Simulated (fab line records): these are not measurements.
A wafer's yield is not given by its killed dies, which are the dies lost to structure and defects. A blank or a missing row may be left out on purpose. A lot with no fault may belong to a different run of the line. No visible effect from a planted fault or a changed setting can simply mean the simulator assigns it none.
The same fault as seen by 2 desks | flow sky130 | what lay behind the numbers comes last; until then each desk has only its own

## FOR THE TOOL OWNER'S DESK: rie metal-02
The tool's own readings at SKY_METAL1_ETCH_18 (etches BARC in N2/H2, stops on SiO2, time 45.9 s, target depth 60 nm): means of the sampled wafers that have a number, for each lot that ran on this tool. Marked OUT: a lot whose mean sits more than 4 standard deviations from the usual mean, which makes it out of limits; the brackets give that distance.
Columns: A = drypump motor current A at SKY_METAL1_ETCH_18, usual 5.8 A; B = oes product au at SKY_METAL1_ETCH_18, usual 0.855 a.u.; C = rf fwd power W at SKY_METAL1_ETCH_18, usual 493.8 W; D = throttle valve pct at SKY_METAL1_ETCH_18, usual 13.224 %
lot  | first seen here | A   | B     | C               | D
L523 | day 34 04:46    | 6.2 | 0.860 | 493.7           | 13.224
L526 | day 35 06:48    | 6.7 | 0.854 | 575.2 (+51) OUT | 13.218
L529 | day 36 03:36    | 6.7 | 0.857 | 575.1 (+51) OUT | 13.218
L541 | day 39 14:09    | 5.3 | 0.852 | 493.6           | 13.226
Finding of this desk: L526, L529 out of limits; the first was L526 at day 35 06:48, on rf fwd power W at SKY_METAL1_ETCH_18. In limits: L523, L541.

## METROLOGY DESK
What the gauges read, lot by lot, whatever tool the lot ran on: means of the sampled wafers that have a number. Marked OUT: a lot whose mean sits more than 4 standard deviations from the usual mean, which makes it out of limits; the brackets give that distance.
Columns: A = METAL1_ALCU_THK at SKY_METAL1_THK_MEAS_06, usual 249 nm; B = cd nm at SKY_METAL1_CD_MEAS_15, usual 139.8 nm; C = METAL1_OVL at SKY_METAL1_OVL_MEAS_16, usual 0 nm
lot  | first seen here | A   | B     | C
L523 | day 33 02:46    | 253 | 140.4 | -5
L526 | day 34 04:36    | 249 | 138.1 | -1
L529 | day 35 01:37    | 255 | 138.1 | 3
L536 | day 37 08:20    | 250 | 140.4 | 8
L538 | day 37 18:25    | 241 | 139.5 | -6
L541 | day 38 13:05    | 250 | 140.5 | -1
This desk's verdict: no lot among the 6 shows anything out of limits.

## PUT TOGETHER
On L526, L529, at day 35 06:48, an alarm was possible from the tool owner's desk.
At the metrology desk, nothing out of limits was observed.
The metrology desk has L526, L529 on record, within its limits.
On rie metal-02, each named lot ran SKY_METAL1_ETCH_18.

## WHAT THE SIMULATOR HAD PUT IN
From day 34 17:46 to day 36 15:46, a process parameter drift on rie metal-02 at SKY_METAL1_ETCH_18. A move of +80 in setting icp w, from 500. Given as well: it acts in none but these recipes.
Lots struck among those shown: L526, L529.
Time in hours from fault onset to the first out-of-limits reading at each desk: the tool owner's desk, 13.
